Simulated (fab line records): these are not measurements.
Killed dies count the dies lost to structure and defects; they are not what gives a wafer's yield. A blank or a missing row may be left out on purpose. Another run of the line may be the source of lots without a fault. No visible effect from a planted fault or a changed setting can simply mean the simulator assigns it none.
fab line records | flow sky130
record: lots: 13 | wafers: 39 | lastDay: 50
route steps=708 shown FIELD_ISO@18 VT_ADJUST_NCORE@128 VT_ADJUST_PCH@150
lots that met no fault: taken from a fault-free run of the same line
startH: start of the lot's first displayed wafer, in hours after the record's first day | waitH: hours elapsed since this lot's preceding step | " identical to the entry in the row above | L1.1+2: a row that stands for several wafers | - value missing, or start not given | * or withheld: withheld | < > ~ a bound
route shown NAME@n: names a module that has steps shown in the file, with the first one's number in the route | usual: the fault-free wafers' mean and standard deviation | same: alike in all rows | chamber/n: place in a boat | sites: readings site by site | _std_site: standard deviation across them | _edge_site: mean of outer sites minus mean of inner sites | radiusMm: for every site, how far away it sits from the centre of the wafer | mask NAME#n: copy n | behind: tool/chamber where the wafer was last shaped | hold: cause of the lot's hold/its duration in hours/its outcome | device: names the non-switching transistor (n, p or np) | end of line: the same wafers' tests at the end of the route | a step given without rows: its recipe and nothing more | killed: count of dies lost to structure and defects at first sort (not the wafer's yield) | map: a wafer's dies, x killed, . not, _ none there
set.NAME: setting as actually run; set.NAME@STEP: the setting as run at that earlier step | model.NAME: the simulator's own value behind a step, which no gauge read
a sample of lots followed through the steps of the route, with each step as a table and each wafer as a row
services: from which hour (startH, from the record's first day; less than 0 if before it) a tool's chamber was out of use, for how many hours, and why
== steps ==
step: SKY_FIELD_ISO_ETCH_17
recipe: targetDepthA: 3420 | maskMaterial: Si3N4 | chemistry: HBr/Cl2/O2 | target: Si | taperDeg: 5 | icpW: 600 | biasW: 150 | pressureMtorr: 15 | HBr_flow_sccm: 150 | Cl2_flow_sccm: 40 | O2_flow_sccm: 6 | timeS: 97.7
usual: biasW: 150.0/0.4 | drypumpMotorCurrentA: 5.80/0.3 | oesProductAu: 1.003/0.0084 | throttleValvePct: 25.654/0.01
lot.wafer | tool     | chamber | startH | waitH | biasW | drypumpMotorCurrentA | oesProductAu | rfHoursCounterH | throttleValvePct
L127.1    | rieSi-02 | 2       | 28.20  | 0.1   | 149.5 | 5.94                 | 1.017        | 128             | 25.647
L127.4    | "        | 0       | "      | "     | 150.0 | 5.37                 | 1.016        | 106             | 25.645
L127.5    | "        | 2       | "      | "     | 149.2 | 5.93                 | 1.009        | -               | 25.657
L128.2    | rieSi-02 | 1       | 36.18  | 0.1   | 149.9 | 5.98                 | 0.990        | 0               | 25.674
L128.3    | "        | 2       | "      | "     | 150.1 | 5.96                 | 1.000        | 128             | 25.647
L128.4    | "        | 0       | "      | "     | 149.5 | 5.35                 | 0.998        | 106             | 25.656
L129.1    | rieSi-01 | 1       | 40.14  | 0.1   | 149.7 | 5.69                 | 1.008        | 87              | 25.659
L129.2    | "        | 2       | "      | "     | 149.7 | 5.26                 | 1.019        | 81              | 25.645
L129.6    | "        | 0       | "      | "     | 150.4 | 5.96                 | 1.010        | -               | 25.636
L131.1    | rieSi-02 | 0       | 53.39  | 0.1   | 150.1 | 5.38                 | 1.003        | 106             | 25.664
L131.2    | "        | 1       | "      | "     | 150.7 | 5.95                 | 0.984        | 0               | 25.672
L131.5    | "        | 3       | "      | "     | 149.7 | 6.11                 | 1.009        | -               | 25.665
L133.1    | rieSi-01 | 3       | 60.29  | 0.1   | 149.7 | 5.27                 | 0.999        | 33              | 25.657
L133.4    | "        | 2       | "      | "     | 149.8 | 5.27                 | 0.997        | 81              | 25.660
L133.6    | "        | 1       | "      | "     | 150.5 | 5.67                 | 1.011        | -               | 25.636
L134.2    | rieSi-02 | 1       | 64.84  | 0.1   | 149.5 | 5.96                 | 1.003        | 1               | 25.664
L134.5    | "        | 1       | "      | "     | 149.1 | 5.96                 | 0.987        | -               | 25.664
L134.6    | "        | 2       | "      | "     | 150.2 | 5.88                 | 1.009        | -               | 25.635
L135.1    | rieSi-02 | 2       | 69.99  | 0.1   | 150.3 | 5.96                 | 1.022        | 128             | 25.633
L135.3    | "        | 0       | "      | "     | 149.9 | 5.40                 | 1.005        | 106             | 25.629
L135.5    | "        | 2       | "      | "     | 150.3 | 5.96                 | 1.014        | -               | 25.664
L136.2    | rieSi-02 | 0       | 74.93  | 0.1   | 149.9 | 5.35                 | 1.014        | 106             | 25.651
L136.3    | "        | 3       | "      | "     | 150.0 | 6.12                 | 1.014        | 107             | 25.644
L136.5    | "        | 2       | "      | "     | 149.8 | 5.98                 | 1.005        | -               | 25.651
L137.2    | rieSi-01 | 1       | 81.34  | 0.1   | 150.8 | 5.69                 | 1.017        | 87              | 25.631
L137.4    | "        | 0       | "      | "     | 150.1 | 5.89                 | 1.009        | 40              | 25.653
L137.5    | "        | 1       | "      | "     | 150.4 | 5.70                 | 1.019        | -               | 25.654
L145.2    | rieSi-02 | 0       | 122.34 | 0.1   | 150.1 | 5.36                 | 0.998        | 107             | 25.656
L145.4    | "        | 2       | "      | "     | 150.1 | 5.96                 | 1.001        | 129             | 25.660
L145.5    | "        | 2       | "      | "     | 150.4 | 5.93                 | 1.007        | -               | 25.648
L148.2    | rieSi-02 | 1       | 139.34 | 0.1   | 150.5 | 5.96                 | 0.988        | 1               | 25.673
L148.5    | "        | 1       | "      | "     | 150.2 | 5.97                 | 0.989        | -               | 25.685
L148.6    | "        | 2       | "      | "     | 150.2 | 5.91                 | 1.009        | -               | 25.655
L149.2    | rieSi-02 | 2       | 145.14 | 0.1   | 149.9 | 5.93                 | 0.998        | 129             | 25.667
L149.3    | "        | 3       | "      | "     | 150.3 | 6.09                 | 1.004        | 108             | 25.656
L149.6    | "        | 3       | "      | "     | 150.3 | 6.11                 | 1.009        | -               | 25.644
L150.2    | rieSi-02 | 0       | 148.64 | 0.1   | 150.6 | 5.37                 | 0.998        | 107             | 25.656
L150.4    | "        | 1       | "      | "     | 150.5 | 5.97                 | 0.993        | 1               | 25.664
L150.5    | "        | 0       | "      | "     | 150.2 | 5.37                 | 0.997        | -               | 25.651
step: SKY_VT_ADJUST_NCORE_IMPLANT_09
recipe: species: B | energyKev: 10 | doseCm2: 2.4e+12 | tiltDeg: withheld
lot.wafer  | tool         | chamber | startH | waitH
L127.1+4+5 | implanter-04 | 0       | 180.48 | 0.0
L128.2+3+4 | implanter-03 | 0       | 187.12 | 0.0
L129.1+2+6 | implanter-03 | 0       | 196.01 | 0.0
L131.1+2+5 | implanter-01 | 0       | 209.16 | 0.0
L133.1+4+6 | implanter-04 | 0       | 225.71 | 0.0
L134.2+5+6 | implanter-03 | 0       | 232.35 | 0.0
L135.1+3+5 | implanter-04 | 0       | 237.89 | 0.0
L136.2+3+5 | implanter-03 | 0       | 242.80 | 0.0
L136.2+3+5 | implanter-03 | 0       | 243.12 | 0.3
L137.2+4+5 | implanter-03 | 0       | 253.75 | 0.0
L137.2+4+5 | implanter-03 | 0       | 254.07 | 0.3
L145.2+4+5 | implanter-01 | 0       | 309.80 | 0.0
L145.2+4+5 | implanter-01 | 0       | 310.12 | 0.3
L148.2+5+6 | implanter-03 | 0       | 341.84 | 0.0
L149.2+3+6 | implanter-03 | 0       | 352.29 | 0.0
L150.2+4+5 | implanter-01 | 0       | 353.19 | 0.0
step: SKY_VT_ADJUST_NCORE_TW_MEAS_11
usual: VT_ADJUST_NCORE_TW: 220.0/2.4
lot.wafer | tool         | chamber | startH | waitH | VT_ADJUST_NCORE_TW
L127.1    | filmMetro-03 | -       | 180.73 | 0.1   | 218.4
L127.4    | "            | -       | "      | "     | 217.7
L127.5    | "            | -       | "      | "     | 219.8
L128.2    | filmMetro-01 | -       | 187.35 | 0.1   | 221.4
L128.3    | "            | -       | "      | "     | 222.0
L128.4    | "            | -       | "      | "     | 221.2
L129.1    | filmMetro-01 | -       | 196.26 | 0.1   | 222.3
L129.2    | "            | -       | "      | "     | 223.5
L129.6    | "            | -       | "      | "     | 222.6
L131.1    | filmMetro-01 | -       | 209.41 | 0.1   | 222.3
L131.2    | "            | -       | "      | "     | 220.8
L131.5    | "            | -       | "      | "     | 221.2
L133.1    | filmMetro-01 | -       | 225.96 | 0.1   | 221.4
L133.4    | "            | -       | "      | "     | 221.1
L133.6    | "            | -       | "      | "     | 221.3
L134.2    | filmMetro-03 | -       | 232.59 | 0.1   | 219.7
L134.5    | "            | -       | "      | "     | 219.8
L134.6    | "            | -       | "      | "     | 220.2
L135.1    | filmMetro-03 | -       | 238.14 | 0.1   | 219.3
L135.3    | "            | -       | "      | "     | 220.5
L135.5    | "            | -       | "      | "     | 219.3
L136.2    | filmMetro-03 | -       | 243.35 | 0.1   | 269.3
L136.3    | "            | -       | "      | "     | 267.0
L136.5    | "            | -       | "      | "     | 268.3
L136.2    | filmMetro-03 | -       | 243.58 | 0.2   | 267.9
L136.3    | "            | -       | "      | "     | 268.3
L136.5    | "            | -       | "      | "     | 267.5
L137.2    | filmMetro-01 | -       | 254.37 | 0.1   | 272.7
L137.4    | "            | -       | "      | "     | 270.0
L137.5    | "            | -       | "      | "     | 272.5
L137.2    | filmMetro-01 | -       | 254.60 | 0.2   | 272.9
L137.4    | "            | -       | "      | "     | 271.4
L137.5    | "            | -       | "      | "     | 273.4
L145.2    | filmMetro-03 | -       | 310.35 | 0.1   | 266.8
L145.4    | "            | -       | "      | "     | 267.3
L145.5    | "            | -       | "      | "     | 267.3
L145.2    | filmMetro-03 | -       | 310.58 | 0.2   | 266.7
L145.4    | "            | -       | "      | "     | 266.5
L145.5    | "            | -       | "      | "     | 268.1
L148.2    | filmMetro-04 | -       | 342.07 | 0.1   | 216.1
L148.5    | "            | -       | "      | "     | 216.1
L148.6    | "            | -       | "      | "     | 215.2
L149.2    | filmMetro-04 | -       | 352.52 | 0.1   | 216.8
L149.3    | "            | -       | "      | "     | 216.2
L149.6    | "            | -       | "      | "     | 216.6
L150.2    | filmMetro-03 | -       | 353.42 | 0.1   | 220.7
L150.4    | "            | -       | "      | "     | 218.4
L150.5    | "            | -       | "      | "     | 219.8
step: SKY_VT_ADJUST_PCH_OVL_MEAS_07
usual: VT_ADJUST_PCH_OVL: 0.4/1.2
lot.wafer | tool       | chamber | startH | waitH | VT_ADJUST_PCH_OVL[nm]
L127.1    | overlay-02 | -       | 224.27 | -     | -2.2
L127.4    | "          | -       | "      | "     | -0.8
L127.5    | "          | -       | "      | "     | -2.5
L128.2    | overlay-02 | -       | 231.31 | -     | 0.7
L128.3    | "          | -       | "      | "     | 0.3
L128.4    | "          | -       | "      | "     | -1.6
L129.1    | overlay-02 | -       | 240.47 | -     | 1.9
L129.2    | "          | -       | "      | "     | 2.8
L129.6    | "          | -       | "      | "     | 1.7
L131.1    | overlay-02 | -       | 256.07 | -     | -2.0
L131.2    | "          | -       | "      | "     | -2.0
L131.5    | "          | -       | "      | "     | -1.9
L133.1    | overlay-02 | -       | 273.82 | -     | 1.6
L133.4    | "          | -       | "      | "     | 0.5
L133.6    | "          | -       | "      | "     | 2.1
L134.2    | overlay-01 | -       | 282.31 | -     | 0.7
L134.5    | "          | -       | "      | "     | 0.7
L134.6    | "          | -       | "      | "     | 1.5
L135.1    | overlay-01 | -       | 288.82 | -     | 0.5
L135.3    | "          | -       | "      | "     | 0.9
L135.5    | "          | -       | "      | "     | 0.0
L136.2    | overlay-02 | -       | 292.88 | -     | -0.6
L136.3    | "          | -       | "      | "     | -0.1
L136.5    | "          | -       | "      | "     | 0.9
L137.2    | overlay-02 | -       | 304.83 | -     | 0.5
L137.4    | "          | -       | "      | "     | -2.2
L137.5    | "          | -       | "      | "     | -1.4
L145.2    | overlay-01 | -       | 362.61 | -     | 0.3
L145.4    | "          | -       | "      | "     | 0.6
L145.5    | "          | -       | "      | "     | 2.0
L148.2    | overlay-01 | -       | 398.53 | -     | 0.7
L148.5    | "          | -       | "      | "     | 1.3
L148.6    | "          | -       | "      | "     | 2.0
L149.2    | overlay-01 | -       | 408.91 | -     | -0.1
L149.3    | "          | -       | "      | "     | 2.6
L149.6    | "          | -       | "      | "     | 0.3
L150.2    | overlay-02 | -       | 411.48 | -     | 0.6
L150.4    | "          | -       | "      | "     | -0.7
L150.5    | "          | -       | "      | "     | 1.3
step: SKY_VT_ADJUST_PCH_TW_MEAS_10
usual: VT_ADJUST_PCH_TW: 141.6/1.4
lot.wafer | tool         | chamber | startH | waitH | VT_ADJUST_PCH_TW
L127.1    | filmMetro-04 | -       | 224.56 | 0.1   | 141.7
L127.4    | "            | -       | "      | "     | 141.3
L127.5    | "            | -       | "      | "     | 141.6
L128.2    | filmMetro-04 | -       | 231.60 | 0.1   | 141.1
L128.3    | "            | -       | "      | "     | 141.1
L128.4    | "            | -       | "      | "     | 140.7
L129.1    | filmMetro-02 | -       | 240.76 | 0.1   | 140.9
L129.2    | "            | -       | "      | "     | 141.0
L129.6    | "            | -       | "      | "     | 141.7
L131.1    | filmMetro-04 | -       | 256.36 | 0.1   | 140.7
L131.2    | "            | -       | "      | "     | 141.2
L131.5    | "            | -       | "      | "     | 140.9
L133.1    | filmMetro-04 | -       | 274.11 | 0.1   | 141.2
L133.4    | "            | -       | "      | "     | 141.5
L133.6    | "            | -       | "      | "     | 141.2
L134.2    | filmMetro-04 | -       | 282.60 | 0.1   | 140.5
L134.5    | "            | -       | "      | "     | 140.3
L134.6    | "            | -       | "      | "     | 141.2
L135.1    | filmMetro-04 | -       | 289.11 | 0.1   | 141.3
L135.3    | "            | -       | "      | "     | 140.9
L135.5    | "            | -       | "      | "     | 141.4
L136.2    | filmMetro-02 | -       | 293.17 | 0.1   | 140.8
L136.3    | "            | -       | "      | "     | 140.8
L136.5    | "            | -       | "      | "     | 139.9
L137.2    | filmMetro-02 | -       | 305.12 | 0.1   | 141.2
L137.4    | "            | -       | "      | "     | 140.4
L137.5    | "            | -       | "      | "     | 140.5
L145.2    | filmMetro-02 | -       | 362.90 | 0.1   | 141.4
L145.4    | "            | -       | "      | "     | 141.8
L145.5    | "            | -       | "      | "     | 142.1
L148.2    | filmMetro-01 | -       | 398.82 | 0.1   | 144.6
L148.5    | "            | -       | "      | "     | 144.7
L148.6    | "            | -       | "      | "     | 144.9
L149.2    | filmMetro-04 | -       | 409.20 | 0.1   | 141.2
L149.3    | "            | -       | "      | "     | 141.5
L149.6    | "            | -       | "      | "     | 141.1
L150.2    | filmMetro-04 | -       | 411.77 | 0.1   | 140.7
L150.4    | "            | -       | "      | "     | 140.3
L150.5    | "            | -       | "      | "     | 140.8
== services ==
tool         | chamber | startH | hours | kind
implanter-04 | -       | 20.99  | 2.1   | repair
rieSi-02     | -       | 94.53  | 3.7   | repair
rieSi-01     | -       | 94.55  | 0.3   | repair
implanter-04 | -       | 102.99 | 1.7   | repair
rieSi-01     | -       | 111.32 | 0.4   | repair
implanter-01 | -       | 113.01 | 12.7  | pm
implanter-01 | -       | 136.42 | 1.6   | repair
implanter-01 | -       | 149.17 | 2.3   | pm
rieSi-02     | 2       | 173.78 | -     | clean
rieSi-02     | 2       | 173.78 | 13.9  | scheduledDown
rieSi-02     | 2       | 173.78 | 13.9  | ventCycle
rieSi-02     | 3       | 213.78 | 7.9   | repair
implanter-04 | -       | 234.45 | 1.7   | repair
rieSi-02     | -       | 239.31 | 28.1  | pm
rieSi-01     | 3       | 259.26 | 12.9  | repair
rieSi-02     | 3       | 267.41 | -     | clean
rieSi-02     | 3       | 267.41 | 16.1  | scheduledDown
rieSi-02     | 3       | 267.41 | 16.1  | ventCycle
rieSi-01     | 0       | 274.17 | 7.4   | repair
rieSi-02     | 0       | 283.47 | -     | clean
rieSi-02     | 0       | 283.47 | 13.0  | scheduledDown
implanter-01 | -       | 289.80 | 2.5   | pm
rieSi-02     | 3       | 298.02 | 9.4   | repair
implanter-03 | -       | 321.66 | 4.8   | pm
== key ==
firstSign: step: SKY_VT_ADJUST_NCORE_IMPLANT_09 | reading: visit | direction: added
effect: step: SKY_VT_ADJUST_NCORE_TW_MEAS_11 | reading: visit | direction: added
effect: step: SKY_VT_ADJUST_NCORE_TW_MEAS_11 | reading: VT_ADJUST_NCORE_TW | direction: up | sigmas: 21 | usual: 220.0 | struck: 269.0
metAt SKY_VT_ADJUST_NCORE_IMPLANT_09
struckLots L136,L137,L145
testerLeftOut L136,L137,L145
notActingAt SKY_FIELD_ISO_ETCH_17,SKY_VT_ADJUST_PCH_OVL_MEAS_07,SKY_VT_ADJUST_PCH_TW_MEAS_10
fault: kind: repeatedStepWhole | tool: implanter-01,implanter-03,implanter-04 | chamber: - | onsetH: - | steps: SKY_VT_ADJUST_NCORE_IMPLANT_09 | times: 1 | scope: struckLotsOnly
testerLeftOut: of these lots the tester's yield and bins aren't shown, on N5 and GAA mostly nor the transistor test; their killed dies are dies lost to structure and defects alone, not to doping, threshold or leakage, so they don't give the yield
